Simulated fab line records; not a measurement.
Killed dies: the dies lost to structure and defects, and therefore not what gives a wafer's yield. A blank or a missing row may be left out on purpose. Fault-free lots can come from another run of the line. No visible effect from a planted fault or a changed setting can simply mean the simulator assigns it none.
Comparing a struck lot with a sound one + flow gf180mcu + 27 out of 602 route steps
Sound: these wafers, L695.2, L695.4, L695.6. The struck wafers were L691.1, L691.4, L691.6. Last of all comes the cause.
At each step with rows: each side's tool, then ch and its chambers, then its first start. Under that, the readings that differ: sound wafers + struck wafers + difference of the means + sigmas: that difference in standard deviations of wafers without a fault.
alike: readings whose means differ by less than 2 such deviations, and words and numbers that are the same on both sides. not compared: withheld readings, readings that some wafer has no value for, bounds like >300 that may hide the same value, and numbers for which the record gives no deviation and whose values overlap.
The two part at a step that has a row with sigmas, a row that says differs or no value, or rows on one side only. Numbers that have no deviation but don't overlap get no sigmas and don't part them. A reading missing from all wafers of one side parts the sides only when that side holds two or more wafers.

GF_HV_LDD_ETCHBACK_58: etches Si3N4 in CH3F/O2, stops on SiO2, time 100 s, target depth 90 nm.
  sound on rieDiel-01 ch 1,2,3, day 16 15:11; struck on rieDiel-03 ch 2,3, day 15 10:41
  alike: ch3fFlowSccm, drypumpMotorCurrentA, oesProductAu, throttleValvePct
  not compared: rfHoursCounterH
then, 7 steps without rows for these wafers: GF_NSD_DEHYDRATE_00 (time 60 s); GF_NSD_HMDS_01 (prime time 60 s); GF_NSD_COAT_02 (resist thk 1000 nm); GF_NSD_SOFTBAKE_03 (time 60 s); GF_NSD_EXPOSE_04 (exposes mask Nplus, target cd 400 nm); GF_NSD_PEB_05; GF_NSD_DEVELOP_06 (develop time 60 s).
GF_NSD_CD_MEAS_07: the cd target is 400 nm.
  struck on cdSem-01, day 16 08:44; sound on cdSem-02, day 17 14:12
| reading   | sound             | struck            | difference | sigmas |
|-----------|-------------------|-------------------|------------|--------|
| cdNm (nm) | 400.3 400.7 402.5 | 396.0 394.7 394.6 | -6.1       | -3     |
GF_NSD_OVL_MEAS_08:
  struck on overlay-02, day 16 08:51; sound on overlay-02, day 17 14:18
  alike: NSD_OVL
then, 2 steps without rows for these wafers: GF_NSD_IMPLANT_09; GF_NSD_IMPLANT_10.
GF_NSD_STRIP_11: strips in O2/N2.
  sound on plasmaAsher-01 ch 0,1, day 17 14:38; struck on plasmaAsher-03 ch 0, day 16 09:11
  no value came back on the struck wafers for any of 7 readings (chamberPressureMTorr (mTorr), drypumpMotorCurrentA (A) and others); on the sound wafers chamberPressureMTorr (mTorr) reads 1499 1500 1497
| reading                                 | sound | struck           | difference | sigmas |
|-----------------------------------------|-------|------------------|------------|--------|
| model.NOVOLAK_of_NSD_COAT_02.thkNm (nm) | 0 0 0 | 1001 998.4 997.6 | +999       |        |
  not compared: rfHoursCounterH
GF_NSD_TW_MEAS_12:
  struck on filmMetro-02, day 16 09:17; sound on filmMetro-03, day 17 14:44
| reading | sound          | struck         | difference | sigmas |
|---------|----------------|----------------|------------|--------|
| NSD_TW  | 4293 4298 4295 | 4204 4218 4207 | -86        | -2     |
then, 7 steps without rows for these wafers: GF_PSD_DEHYDRATE_00 (time 60 s); GF_PSD_HMDS_01 (prime time 60 s); GF_PSD_COAT_02 (resist thk 1000 nm); GF_PSD_SOFTBAKE_03 (time 60 s); GF_PSD_EXPOSE_04 (exposes mask Pplus, target cd 400 nm); GF_PSD_PEB_05; GF_PSD_DEVELOP_06 (develop time 60 s).
GF_PSD_CD_MEAS_07: the cd target is 400 nm.
  struck on cdSem-01, day 17 07:55; sound on cdSem-02, day 18 14:16
| reading   | sound             | struck            | difference | sigmas |
|-----------|-------------------|-------------------|------------|--------|
| cdNm (nm) | 403.6 404.3 404.7 | 397.1 397.6 397.2 | -6.9       | -3     |
GF_PSD_OVL_MEAS_08:
  struck on overlay-02, day 17 08:02; sound on overlay-01, day 18 14:23
| reading      | sound       | struck         | difference | sigmas |
|--------------|-------------|----------------|------------|--------|
| PSD_OVL (nm) | 0.4 2.4 1.5 | -2.5 -2.6 -4.1 | -4.5       | -3     |
following that, these wafers have no rows for 1 step: GF_PSD_IMPLANT_09.
GF_PSD_STRIP_10: strips in O2/N2.
  sound on plasmaAsher-01 ch 0,1, day 18 14:34; struck on plasmaAsher-03 ch 0,1, day 17 08:14
| reading                  | sound             | struck            | difference | sigmas      |
|--------------------------|-------------------|-------------------|------------|-------------|
| oesProductAu (a.u.)      | 0.598 0.594 0.595 | 0.647 0.653 0.651 | +0.055     | +12         |
| stripTimeToEndpointS (s) | 16.53 16.52 16.51 | 31.43 31.41 31.39 | +14.89     | +99 or more |
  alike: chamberPressureMTorr, drypumpMotorCurrentA, heaterPowerW, n2FlowSccm, platenTempC
  not compared: rfHoursCounterH
GF_PSD_TW_MEAS_11:
  struck on filmMetro-03, day 17 08:34; sound on filmMetro-02, day 18 14:40
| reading | sound          | struck   | difference | sigmas |
|---------|----------------|----------|------------|--------|
| PSD_TW  | 3153 3141 3164 | 30 30 30 | -3123      | -98    |
  not compared: hold
GF_PASSIVATION_PROBE_99:
  the record has rows for the sound wafers here (prober-01, day 32 14:02) and none for the struck ones

## WHERE THEY PART
Earliest at GF_NSD_CD_MEAS_07; latest, in this record, at GF_PASSIVATION_PROBE_99.

WHY: what had been put in by the simulator
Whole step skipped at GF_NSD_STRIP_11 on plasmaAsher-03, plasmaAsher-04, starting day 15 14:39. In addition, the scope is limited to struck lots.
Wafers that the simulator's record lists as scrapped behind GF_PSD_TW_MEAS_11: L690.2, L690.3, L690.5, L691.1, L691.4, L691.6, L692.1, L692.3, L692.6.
